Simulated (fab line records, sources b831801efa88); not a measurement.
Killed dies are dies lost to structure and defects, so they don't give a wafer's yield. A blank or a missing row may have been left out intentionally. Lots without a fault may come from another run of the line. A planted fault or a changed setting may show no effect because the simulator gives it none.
Which tool was responsible?	flow gf180mcu	Sampling: 12 lots, 36 wafers, 5 of 602 route steps

## WHAT THE GAUGES SHOWED, per wafer
GF_VT_IMPLANT_TW_MEAS_10. Usual: VT_IMPLANT_TW typically reads 559, with standard deviation 4.6.
lot	measured	on	VT_IMPLANT_TW	flag
L897	day 6 04:08	film-metro-04	558 554 558	
L899	day 6 15:40	film-metro-01	569 569 569	
L901	day 7 04:46	film-metro-01	568 567 569	
L902	day 7 08:40	film-metro-04	559 555 557	
L903	day 7 15:38	film-metro-03	557 551 555	
L905	day 8 03:25	film-metro-01	560 563 559	
L906	day 8 10:55	film-metro-01	565 564 561	
L907	day 8 13:35	film-metro-04	553 561 555	
L908	day 9 02:38	film-metro-04	557 558 555	
L911	day 9 18:20	film-metro-01	564 563 562	
L912	day 9 23:26	film-metro-03	556 553 554	
L916	day 10 20:23	film-metro-04	554 556 557	

GF_VT_IMPLANT_RS_MEAS_49: measurement is done with a four-point probe. Usual: MVPSD_RS typically reads 1168.1 ohm/sq, with standard deviation 2.3.
lot	measured	on	MVPSD_RS (ohm/sq)	flag
L897	day 8 01:22	film-metro-04	1168.1 1164.5 1165.1	
L899	day 8 14:50	film-metro-04	1164.5 1164.9 1168.6	
L901	day 9 06:01	film-metro-02	1168.0 1170.4 1164.1	
L902	day 9 09:16	film-metro-01	1170.7 1167.8 1168.1	
L903	day 9 16:12	film-metro-01	1165.6 1167.3 1166.4	
L905	day 10 06:18	film-metro-04	1149.3 1147.1 1146.2	OFF
L906	day 10 14:48	film-metro-01	1149.5 1151.2 1146.9	OFF
L907	day 10 17:17	film-metro-04	1169.5 1171.6 1168.6	
L908	day 11 08:00	film-metro-01	1150.7 1149.4 1148.5	OFF
L911	day 12 02:07	film-metro-01	1168.0 1170.2 1167.6	
L912	day 12 06:17	film-metro-01	1164.1 1164.6 1162.4	
L916	day 13 05:49	film-metro-01	1170.8 1165.8 1167.4	

## EACH LOT AND THE TOOL THAT RAN IT (in order: tool; ch and the chambers of the sampled wafers; start)
lot	GF_NWELL_STRIP_10	GF_MVPSD_IMPLANT_08	GF_VT_IMPLANT_STRIP_09
L897	plasma-asher-04 ch 0,1, day 3 19:01	implanter-03 ch 0, day 5 12:53	plasma-asher-02 ch 0,1, day 6 04:01
L899	plasma-asher-04 ch 0,1, day 4 06:43	implanter-01 ch 0, day 6 00:37	plasma-asher-03 ch 0,1, day 6 15:34
L901	plasma-asher-03 ch 0,1, day 4 16:13	implanter-01 ch 0, day 6 12:29	plasma-asher-03 ch 0, day 7 04:40
L902	plasma-asher-03 ch 0,1, day 4 20:58	implanter-01 ch 0, day 6 17:19	plasma-asher-03 ch 0,1, day 7 08:34
L903	plasma-asher-03 ch 0,1, day 5 03:25	implanter-03 ch 0, day 7 00:31	plasma-asher-04 ch 0,1, day 7 15:31
L905	plasma-asher-02 ch 0,1, day 5 13:10	implanter-03 ch 0, day 7 10:55	plasma-asher-04 ch 0,1, day 8 03:19
L906	plasma-asher-02 ch 0,1, day 5 20:28	implanter-03 ch 0, day 7 18:37	plasma-asher-03 ch 0,1, day 8 10:49
L907	plasma-asher-02 ch 0,1, day 6 00:03	implanter-01 ch 0, day 7 21:31	plasma-asher-03 ch 0,1, day 8 13:30
L908	plasma-asher-03 ch 0, day 6 10:55	implanter-03 ch 0, day 8 09:44	plasma-asher-04 ch 0,1, day 9 02:31
L911	plasma-asher-03 ch 0,1, day 7 02:10	implanter-01 ch 0, day 9 01:26	plasma-asher-04 ch 0,1, day 9 18:13
L912	plasma-asher-04 ch 0,1, day 7 05:49	implanter-04 ch 0, day 9 06:10	plasma-asher-02 ch 0,1, day 9 23:21
L916	plasma-asher-02 ch 0,1, day 8 00:31	implanter-04 ch 0, day 10 01:32	plasma-asher-04 ch 0,1, day 10 20:16
- GF_NWELL_STRIP_10: strips in O2/N2.
- GF_MVPSD_IMPLANT_08
- GF_VT_IMPLANT_STRIP_09: strips in O2/N2.

## AS READ BY THE TOOLS THEMSELVES (means over the sampled wafers that have a number; for cases with no such wafer, the mark the record gives instead)
GF_NWELL_STRIP_10. Usual: drypump-motor-current-A 5.78 A, standard deviation 0.19; heater-power-w 351 W, standard deviation 28; oes-product-au 0.722 a.u., standard deviation 0.0049; platen-temp-c 250.02 C, standard deviation 0.19; strip-time-to-endpoint-s 37.46 s, standard deviation 0.082.
lot	tool	drypump-motor-current-A (A)	heater-power-w (W)	oes-product-au (a.u.)	platen-temp-c (C)	strip-time-to-endpoint-s (s)	flag
L897	plasma-asher-04	6.07	342	0.723	250.03	37.38	
L899	plasma-asher-04	6.09	330	0.722	249.83	37.44	
L901	plasma-asher-03	5.66	371	0.724	249.96	37.49	
L902	plasma-asher-03	5.68	369	0.728	250.27	37.42	
L903	plasma-asher-03	5.67	368	0.724	250.05	37.44	
L905	plasma-asher-02	5.63	326	0.722	249.77	37.52	
L906	plasma-asher-02	5.77	352	0.724	250.19	37.41	
L907	plasma-asher-02	5.65	326	0.725	250.02	37.58	
L908	plasma-asher-03	5.69	376	0.723	250.01	37.39	
L911	plasma-asher-03	5.67	371	0.727	250.05	37.41	
L912	plasma-asher-04	6.06	345	0.726	249.94	37.53	
L916	plasma-asher-02	5.72	355	0.724	249.98	37.48	

GF_MVPSD_IMPLANT_08. Usual: beam-energy-keV 169.99, standard deviation 0.054; dose-ions-cm2 1.5e+13, standard deviation 1.6e+10; end-station-pressure-torr 5.06e-06 Torr, standard deviation 2.6e-07; faraday-current-uA 84.6, standard deviation 1.7; tilt-deg 0.005 degrees, standard deviation 0.02.
lot	tool	beam-energy-keV	dose-ions-cm2	end-station-pressure-torr (Torr)	faraday-current-uA	tilt-deg (degrees)	flag
L897	implanter-03	169.85	1.5e+13	5.00e-06	83.6	0.018	
L899	implanter-01	169.97	1.5e+13	5.25e-06	83.4	0.029	
L901	implanter-01	170.00	1.5e+13	5.05e-06	85.8	-0.020	
L902	implanter-01	170.05	1.5e+13	4.88e-06	84.3	0.033	
L903	implanter-03	169.96	1.5e+13	4.97e-06	83.6	0.004	
L905	implanter-03	187.30	1.5e+13	5.10e-06	84.9	-0.011	OFF
L906	implanter-03	187.31	1.5e+13	4.99e-06	85.2	0.015	OFF
L907	implanter-01	170.04	1.5e+13	4.81e-06	82.2	0.005	
L908	implanter-03	187.35	1.5e+13	5.02e-06	85.7	-0.013	OFF
L911	implanter-01	170.01	1.5e+13	5.13e-06	84.2	-0.014	
L912	implanter-04	169.97	1.5e+13	4.99e-06	82.7	-0.010	
L916	implanter-04	170.04	1.5e+13	5.16e-06	84.5	0.019	

GF_VT_IMPLANT_STRIP_09. Usual: drypump-motor-current-A 5.82 A, standard deviation 0.21; heater-power-w 348 W, standard deviation 27; oes-product-au 0.717 a.u., standard deviation 0.0043; platen-temp-c 249.99 C, standard deviation 0.2; strip-time-to-endpoint-s 12.62 s, standard deviation 0.038.
lot	tool	drypump-motor-current-A (A)	heater-power-w (W)	oes-product-au (a.u.)	platen-temp-c (C)	strip-time-to-endpoint-s (s)	flag
L897	plasma-asher-02	5.63	325	0.714	250.00	12.65	
L899	plasma-asher-03	5.67	364	0.723	249.88	12.59	
L901	plasma-asher-03	5.68	379	0.717	249.66	12.59	
L902	plasma-asher-03	5.68	373	0.713	250.09	12.58	
L903	plasma-asher-04	6.06	337	0.714	250.16	12.61	
L905	plasma-asher-04	6.08	337	0.718	249.85	12.62	
L906	plasma-asher-03	5.69	363	0.721	250.15	12.64	
L907	plasma-asher-03	5.69	366	0.714	249.95	12.67	
L908	plasma-asher-04	6.07	341	0.718	250.05	12.64	
L911	plasma-asher-04	6.09	338	0.719	250.22	12.63	
L912	plasma-asher-02	5.74	356	0.719	250.01	12.61	
L916	plasma-asher-04	6.08	333	0.717	249.88	12.64	

## THE ANSWER, worked out from the rows above alone
Rule: take the mean of a lot's wafers that have a number; if it is more than 3 standard deviations from the usual mean, the lot is off. A lot without any number at a reading at which 4 lots or more have one is off too. Where the step has rows for the other lots, those lots are counted as sound. First the gauges in route order, then the tools' own readings, where a lot's mean is used as printed above. At the first step where some lot is off, the reading lying furthest off is the one used; lots without a number count as furthest.
Off: L905, L906, L908, seen at GF_VT_IMPLANT_RS_MEAS_49 (MVPSD_RS).
A tool fits if, at a process step before that reading, it ran every lot that is off, and no sound lot after the first of them. Not tried: the gauges at GF_VT_IMPLANT_RS_MEAS_49; whatever is off there is also off at GF_MVPSD_IMPLANT_08, on other tools, and gauge error can't account for it. One fits: implanter-03 at GF_MVPSD_IMPLANT_08. Its last sound lot is L903 (day 7 00:31), its first lot that is off L905 (day 7 10:55): a fault that began between those two fits.
On the lots that are off, the tool's own readings at GF_MVPSD_IMPLANT_08 differ by more than 5 times the standard deviation of the sound lots' means, which bears it out; beam-energy-keV reads 187.32 there versus 169.99 on the sound lots.

## WHAT THE SIMULATOR PUT IN
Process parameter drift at GF_MVPSD_IMPLANT_08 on implanter-03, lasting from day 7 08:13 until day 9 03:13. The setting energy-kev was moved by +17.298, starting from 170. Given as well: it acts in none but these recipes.
Struck lots among those shown: L905, L906, L908. The rule above reached the same finding.
